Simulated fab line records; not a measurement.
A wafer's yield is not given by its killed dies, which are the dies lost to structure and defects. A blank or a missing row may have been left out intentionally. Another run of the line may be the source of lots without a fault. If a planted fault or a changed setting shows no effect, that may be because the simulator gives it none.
The tool behind it: which one? / flow gf180mcu / 7 lots, 21 wafers sampled, at 4 steps of a route of 602

## WHAT THE GAUGES SHOWED, per wafer
GF_PASSIVATION_BOW_MEAS_14.
lot=L444; measured=day 29 04:58; on=film-metro-04; PASSIVATION_BOW (um)=140 137 134
lot=L446; measured=day 29 22:19; on=film-metro-01; PASSIVATION_BOW (um)=137 121 134
lot=L448; measured=day 30 12:10; on=film-metro-01; PASSIVATION_BOW (um)=151 149 142
lot=L450; measured=day 31 05:37; on=film-metro-01; PASSIVATION_BOW (um)=124 145 128
lot=L455; measured=day 32 15:10; on=film-metro-04; PASSIVATION_BOW (um)=140 131 156
lot=L462; measured=day 34 02:28; on=film-metro-01; PASSIVATION_BOW (um)=120 123 112
lot=L466; measured=day 34 22:17; on=film-metro-04; PASSIVATION_BOW (um)=143 154 158

## EACH LOT AND THE TOOL THAT RAN IT (in order: tool; ch and the chambers of the sampled wafers; start)
lot=L444; GF_HV_LDD_CVD_54=lpcvd-02 ch 0, day 12 15:04; GF_TOP_METAL_SPUTTER_01=pvd-sputter-02, day 27 10:56; GF_PASSIVATION_ETCH_11=rie-diel-04 ch 0,3, day 29 03:05
lot=L446; GF_HV_LDD_CVD_54=lpcvd-02 ch 0, day 13 07:28; GF_TOP_METAL_SPUTTER_01=pvd-sputter-01, day 28 04:56; GF_PASSIVATION_ETCH_11=rie-diel-01 ch 1,2, day 29 20:26
lot=L448; GF_HV_LDD_CVD_54=lpcvd-01 ch 1, day 14 01:24; GF_TOP_METAL_SPUTTER_01=pvd-sputter-04, day 28 19:52; GF_PASSIVATION_ETCH_11=rie-diel-04 ch 0,1,2, day 30 10:20
lot=L450; GF_HV_LDD_CVD_54=lpcvd-01 ch 0, day 14 19:52; GF_TOP_METAL_SPUTTER_01=pvd-sputter-02, day 29 14:17; GF_PASSIVATION_ETCH_11=rie-diel-04 ch 1,3, day 31 03:47
lot=L455; GF_HV_LDD_CVD_54=lpcvd-02 ch 1, day 16 17:12; GF_TOP_METAL_SPUTTER_01=pvd-sputter-02, day 31 02:14; GF_PASSIVATION_ETCH_11=rie-diel-04 ch 1,2, day 32 13:17
lot=L462; GF_HV_LDD_CVD_54=lpcvd-01 ch 0, day 18 16:33; GF_TOP_METAL_SPUTTER_01=pvd-sputter-02, day 32 15:43; GF_PASSIVATION_ETCH_11=rie-diel-01 ch 0,1,3, day 34 00:38
lot=L466; GF_HV_LDD_CVD_54=lpcvd-01 ch 0, day 20 03:41; GF_TOP_METAL_SPUTTER_01=pvd-sputter-01, day 33 13:24; GF_PASSIVATION_ETCH_11=rie-diel-04 ch 2,3, day 34 20:26
- GF_HV_LDD_CVD_54: deposits SiO2 from TEOS, target thk 10 nm, time 75 s.
- GF_TOP_METAL_SPUTTER_01: material TiN, target thk 30 nm, time 25 s.
- GF_PASSIVATION_ETCH_11: etches the open film in CF4/O2, stops on TiN, target depth 1800 nm, time 400 s.

## THE ANSWER, worked out from the rows above alone
Rule: the lots themselves supply what counts as usual. The widest of any qualifying gaps counts: lots, ordered by their means at a reading, are off when they make up no more than a third of the lots, leave a main group of 4 or more, and stand apart from it by 3 or more times the standard deviation of that group's means. Not used: any main group whose means are identical at the precision the tables above print for the reading. A lot without any number at a reading at which 4 lots or more have one is off too. All remaining lots with rows at the step are treated as sound.
No lot is off at any reading shown: from this, nothing can be told.

## WHAT WAS PUT IN BY THE SIMULATOR
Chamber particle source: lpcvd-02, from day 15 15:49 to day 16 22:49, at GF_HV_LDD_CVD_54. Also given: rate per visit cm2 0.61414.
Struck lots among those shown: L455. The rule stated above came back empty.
